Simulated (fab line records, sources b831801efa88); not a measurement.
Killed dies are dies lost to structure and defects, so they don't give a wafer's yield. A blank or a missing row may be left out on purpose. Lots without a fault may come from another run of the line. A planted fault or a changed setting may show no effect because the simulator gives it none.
fab line records | flow sky130
record lots=13 wafers=39 last_day=50
route steps=708 shown SONOS_ONO@171 POLY_GATE@226
lots that met no fault: from a run of the same line without faults
start_h: hours from the record's first day to the start of the lot's first wafer shown | wait_h: hours since the lot's step before | " the same as in the row above | L1.1+2: a row that stands for several wafers | - no value, or no start given | * or withheld: withheld | < > ~ a bound
route shown NAME@n: a module of which the file shows steps, and the number in the route of the first | usual: mean/standard deviation of fault-free wafers | same: alike in all rows | chamber/n: place in a boat | sites: the reading at each site | _std_site: their standard deviation | _edge_site: outer sites' mean less inner sites' | radius_mm: how far each site lies from the wafer's centre | mask NAME#n: copy n | behind: the tool/chamber that last shaped the wafer | hold: why the lot was held/for how many hours/how that ended | device: the transistor (n, p or np) that didn't switch | end of line: the same wafers' tests at the end of the route | a step without rows: its recipe alone | killed: dies lost to structure and defects at the first sort, not the wafer's yield | map: a wafer's dies, x killed, . not, _ none there
set.NAME: the setting as run; set.NAME@STEP: as run at that earlier step | model.NAME: the simulator's own value behind a step, which no gauge read
steps of the route over a sample of lots; a table a step, a row a wafer
## steps
# step SKY_SONOS_ONO_THK_MEAS_03
# recipe reads=Si3N4_of_SONOS_ONO_CVD_02
# usual SONOS_ONO_CVD_02_THK=10.59/0.14
# columns lot.wafer tool chamber start_h wait_h SONOS_ONO_CVD_02_THK[nm]
L934.1 film_metro-03 - 262.77 0.0 10.47
L934.3 " - " " 10.67
L934.5 " - " " 10.55
L935.2 film_metro-04 - 271.74 0.0 10.72
L935.4 " - " " 10.74
L935.6 " - " " 10.74
L936.1 film_metro-03 - 272.78 0.0 10.43
L936.4 " - " " 10.41
L936.6 " - " " 10.44
L939.1 film_metro-04 - 299.53 0.0 10.55
L939.4 " - " " 10.54
L939.5 " - " " 10.52
L940.1 film_metro-02 - 302.00 0.0 10.57
L940.2 " - " " 10.52
L940.3 " - " " 10.72
L945.2 film_metro-02 - 348.90 0.0 10.44
L945.3 " - " " 10.32
L945.4 " - " " 10.27
L948.2 film_metro-04 - 366.60 0.0 10.47
L948.4 " - " " 10.56
L948.5 " - " " 10.52
L950.1 film_metro-04 - 391.40 0.0 10.61
L950.3 " - " " 10.74
L950.6 " - " " 10.61
L951.2 film_metro-03 - 396.07 0.0 10.98
L951.3 " - " " 10.86
L951.6 " - " " 10.85
L953.1 film_metro-03 - 407.96 0.0 10.56
L953.3 " - " " 10.69
L953.4 " - " " 10.55
L955.1 film_metro-03 - 416.68 0.0 10.68
L955.3 " - " " 10.63
L955.5 " - " " 10.64
L956.2 film_metro-04 - 431.18 0.0 10.60
L956.3 " - " " 10.49
L956.5 " - " " 10.63
L957.1 film_metro-03 - 436.41 0.0 10.48
L957.2 " - " " 10.56
L957.3 " - " " 10.59
# step SKY_SONOS_ONO_THK_MEAS_05
# recipe reads=SiO2_of_SONOS_ONO_CVD_04
# usual SONOS_ONO_CVD_04_THK=5.76/0.096
# columns lot.wafer tool chamber start_h wait_h SONOS_ONO_CVD_04_THK[nm]
L934.1 film_metro-04 - 264.08 0.0 5.74
L934.3 " - " " 5.70
L934.5 " - " " 5.72
L935.2 film_metro-04 - 273.05 0.0 5.67
L935.4 " - " " 5.59
L935.6 " - " " 5.67
L936.1 film_metro-02 - 274.29 0.0 5.81
L936.4 " - " " 5.79
L936.6 " - " " 5.74
L939.1 film_metro-04 - 300.84 0.0 5.85
L939.4 " - " " 5.75
L939.5 " - " " 5.89
L940.1 film_metro-04 - 303.31 0.0 5.73
L940.2 " - " " 5.85
L940.3 " - " " 5.87
L945.2 film_metro-03 - 350.21 0.0 5.72
L945.3 " - " " 5.82
L945.4 " - " " 5.84
L948.2 film_metro-02 - 367.91 0.0 5.65
L948.4 " - " " 5.78
L948.5 " - " " 5.75
L950.1 film_metro-03 - 392.71 0.0 5.53
L950.3 " - " " 5.63
L950.6 " - " " 5.71
L951.2 film_metro-04 - 397.38 0.0 5.97
L951.3 " - " " 5.83
L951.6 " - " " 5.96
L953.1 film_metro-04 - 409.27 0.0 5.79
L953.3 " - " " 5.64
L953.4 " - " " 5.65
L955.1 film_metro-02 - 418.18 0.0 5.90
L955.3 " - " " 5.91
L955.5 " - " " 5.90
L956.2 film_metro-04 - 432.49 0.0 5.72
L956.3 " - " " 5.84
L956.5 " - " " 5.70
L957.1 film_metro-04 - 437.72 0.0 5.71
L957.2 " - " " 5.66
L957.3 " - " " 5.79
# step SKY_POLY_GATE_DEVELOP_12
# recipe develop_time_s=60 resist=KrF-thick dev_temp_c=21
# columns lot.wafer tool chamber start_h wait_h
L934.1+3+5 litho_track-04 0 377 -
L935.2+4+6 litho_track-04 0 386 -
L936.1+4+6 litho_track-02 0 393 -
L939.1+4+5 litho_track-03 0 419 -
L940.1+2+3 litho_track-03 0 422 -
L945.2+3+4 litho_track-03 0 474 -
L948.2+4+5 litho_track-04 0 500 -
L950.1+3+6 litho_track-04 0 522 -
L951.2+3+6 litho_track-02 0 525 -
L953.1+3+4 litho_track-04 0 539 -
L955.1+3+5 litho_track-02 0 547 -
L956.2+3+5 litho_track-03 0 561 -
L957.1+2+3 litho_track-04 0 567 -
# step SKY_POLY_GATE_CD_MEAS_13
# recipe target_cd_nm=150
# usual cd_nm=149.9/1.6
# columns lot.wafer tool chamber start_h wait_h cd_nm
L934.1 cd_sem-01 - 377.46 - 148.9
L934.3 " - " " 148.2
L934.5 " - " " 148.8
L935.2 cd_sem-01 - 386.83 - 147.1
L935.4 " - " " 147.5
L935.6 " - " " 148.3
L936.1 cd_sem-01 - 393.45 - 148.5
L936.4 " - " " 150.7
L936.6 " - " " 151.4
L939.1 cd_sem-02 - 419.69 - 149.1
L939.4 " - " " 148.9
L939.5 " - " " 149.7
L940.1 cd_sem-02 - 422.44 - 147.3
L940.2 " - " " 149.2
L940.3 " - " " 148.1
L945.2 cd_sem-02 - 474.71 - 146.1
L945.3 " - " " 149.9
L945.4 " - " " 145.1
L948.2 cd_sem-02 - 500.28 - 151.5
L948.4 " - " " 150.8
L948.5 " - " " 151.6
L950.1 cd_sem-02 - 522.26 - 150.6
L950.3 " - " " 149.9
L950.6 " - " " 150.1
L951.2 cd_sem-02 - 525.17 - 150.4
L951.3 " - " " 150.0
L951.6 " - " " 150.0
L953.1 cd_sem-01 - 539.46 - 147.2
L953.3 " - " " 148.1
L953.4 " - " " 147.6
L955.1 cd_sem-01 - 547.40 - 152.5
L955.3 " - " " 152.6
L955.5 " - " " 152.0
L956.2 cd_sem-02 - 561.41 - 154.1
L956.3 " - " " 152.3
L956.5 " - " " 153.0
L957.1 cd_sem-02 - 567.87 - 149.9
L957.2 " - " " 152.3
L957.3 " - " " 151.1
# step SKY_POLY_GATE_THK_MEAS_21
# recipe reads=SiO2_of_POLY_GATE_OXIDATION_20
# usual POLY_GATE_OXIDATION_THK=4.01/0.075
# columns lot.wafer tool chamber start_h wait_h POLY_GATE_OXIDATION_THK[nm]
L934.1 film_metro-03 - 380.38 0.0 3.91
L934.3 " - " " 3.90
L934.5 " - " " 3.93
L935.2 film_metro-03 - 389.09 0.0 4.09
L935.4 " - " " 4.07
L935.6 " - " " 4.10
L936.1 film_metro-03 - 401.29 0.0 3.97
L936.4 " - " " 4.06
L936.6 " - " " 4.04
L939.1 film_metro-04 - 421.49 0.0 3.94
L939.4 " - " " 3.95
L939.5 " - " " 4.04
L940.1 film_metro-01 - 424.38 0.0 4.15
L940.2 " - " " 4.06
L940.3 " - " " 4.07
L945.2 film_metro-04 - 477.27 0.0 4.10
L945.3 " - " " 4.13
L945.4 " - " " 4.11
L948.2 film_metro-03 - 502.99 0.0 3.98
L948.4 " - " " 3.92
L948.5 " - " " 3.95
L950.1 film_metro-04 - 524.05 0.0 4.03
L950.3 " - " " 4.02
L950.6 " - " " 3.92
L951.2 film_metro-01 - 526.95 0.0 4.19
L951.3 " - " " 4.13
L951.6 " - " " 4.11
L953.1 film_metro-01 - 541.28 0.0 4.02
L953.3 " - " " 4.05
L953.4 " - " " 3.97
L955.1 film_metro-03 - 549.20 0.0 4.11
L955.3 " - " " 4.07
L955.5 " - " " 4.12
L956.2 film_metro-01 - 563.20 0.0 3.98
L956.3 " - " " 4.01
L956.5 " - " " 4.04
L957.1 film_metro-01 - 569.67 0.0 3.96
L957.2 " - " " 3.98
L957.3 " - " " 4.04
## key
first_sign step=SKY_POLY_GATE_CD_MEAS_13 reading=cd_nm direction=down sigmas=2.7 usual=149.9 struck=145.6
effect none on later readings
met_at SKY_POLY_GATE_DEVELOP_12
struck_lots L945
struck_wafers L945.2,L945.4
tester_left_out L945
not_acting_at SKY_SONOS_ONO_THK_MEAS_03,SKY_SONOS_ONO_THK_MEAS_05,SKY_POLY_GATE_THK_MEAS_21
onset_between 422 474
fault kind=process_parameter_drift tool=litho_track-03 chamber=- onset_h=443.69 steps=SKY_POLY_GATE_DEVELOP_12 channel=develop_time_s offset=* shape=step end_h=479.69 scope=struck_wafers_only acts_in=* stated=*
# tester_left_out: of these lots the tester's yield and bins aren't shown, on N5 and GAA mostly nor the transistor test; their killed dies are dies lost to structure and defects alone, not to doping, threshold or leakage, so they don't give the yield
